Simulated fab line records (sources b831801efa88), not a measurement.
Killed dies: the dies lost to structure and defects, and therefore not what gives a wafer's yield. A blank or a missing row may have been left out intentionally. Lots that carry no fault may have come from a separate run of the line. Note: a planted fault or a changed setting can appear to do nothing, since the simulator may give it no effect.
Comparing a struck lot with a sound one || flow gf180mcu || 12 steps out of a route of 602
Sound: wafers L228.3, L228.5, L228.6. Wafers L238.4, L238.5, L238.6 were the ones struck. The cause is named last.
At each step with rows: each side's tool, then ch and its chambers, then its first start. Under that, the readings that differ: sound wafers || struck wafers || difference of the means || sigmas: that difference in standard deviations of wafers without a fault.
alike: readings with means less than 2 such deviations apart, plus words and numbers identical on both sides. not compared: withheld readings, readings lacking a value on some wafer, bounds such as >300 that could conceal the same value, and numbers that have no deviation in the record and whose values overlap.
Wherever a step has rows on one side only, a row that says differs or no value, or a row with sigmas, the two part there. When numbers do not overlap yet have no deviation, they are printed without sigmas and do not part them. Lack of a reading on every wafer of one side parts them only where that side has two or more wafers.

GF_STI_BOW_MEAS_00:
  sound: film_metro-03 at day 2 01:02; struck: film_metro-02 at day 4 03:04
  alike: INCOMING_BOW
then, 1 step without rows for these wafers: GF_STI_OXIDATION_01 (stabilise 600 s, purge 300 s, target thk 10 nm).
GF_STI_THK_MEAS_02:
  sound: film_metro-03 at day 2 02:32; struck: film_metro-02 at day 4 04:32
  alike: STI_OXIDATION_THK
then, 1 step without rows for these wafers: GF_STI_CVD_03 (deposits Si3N4 from DCS/NH3, target thk 207.16 nm, time 3551 s).
GF_STI_THK_MEAS_04:
  sound: film_metro-01 at day 2 04:35; struck: film_metro-01 at day 4 06:35
{"reading": "STI_CVD_03_THK (nm)", "sound": "210.6 209.3 210.6", "struck": "205.8 205.5 204.9", "difference": -4.8, "sigmas": -3}
then, 5 steps without rows for these wafers: GF_STI_DEHYDRATE_05 (time 60 s); GF_STI_HMDS_06 (prime time 60 s); GF_STI_COAT_07 (resist thk 700 nm); GF_STI_SOFTBAKE_08 (time 60 s); GF_STI_EXPOSE_09 (exposes mask COMP, target cd 220 nm).
GF_STI_PEB_10: peb time 90 s.
  sound on litho_track-03 ch 0, day 2 16:02; struck on litho_track-01, day 4 19:29
  no value came back on the struck wafers for chill_plate_temp_C (C), exhaust_pa (Pa); on the sound wafers chill_plate_temp_C (C) reads 23.15 23.26 23.27
then, 1 step without rows for these wafers: GF_STI_DEVELOP_11 (develop time 60 s).

== WHERE THEY PART ==
Last at GF_STI_PEB_10 as far as this record goes, first at GF_STI_THK_MEAS_04.

WHY: what had been put in by the simulator
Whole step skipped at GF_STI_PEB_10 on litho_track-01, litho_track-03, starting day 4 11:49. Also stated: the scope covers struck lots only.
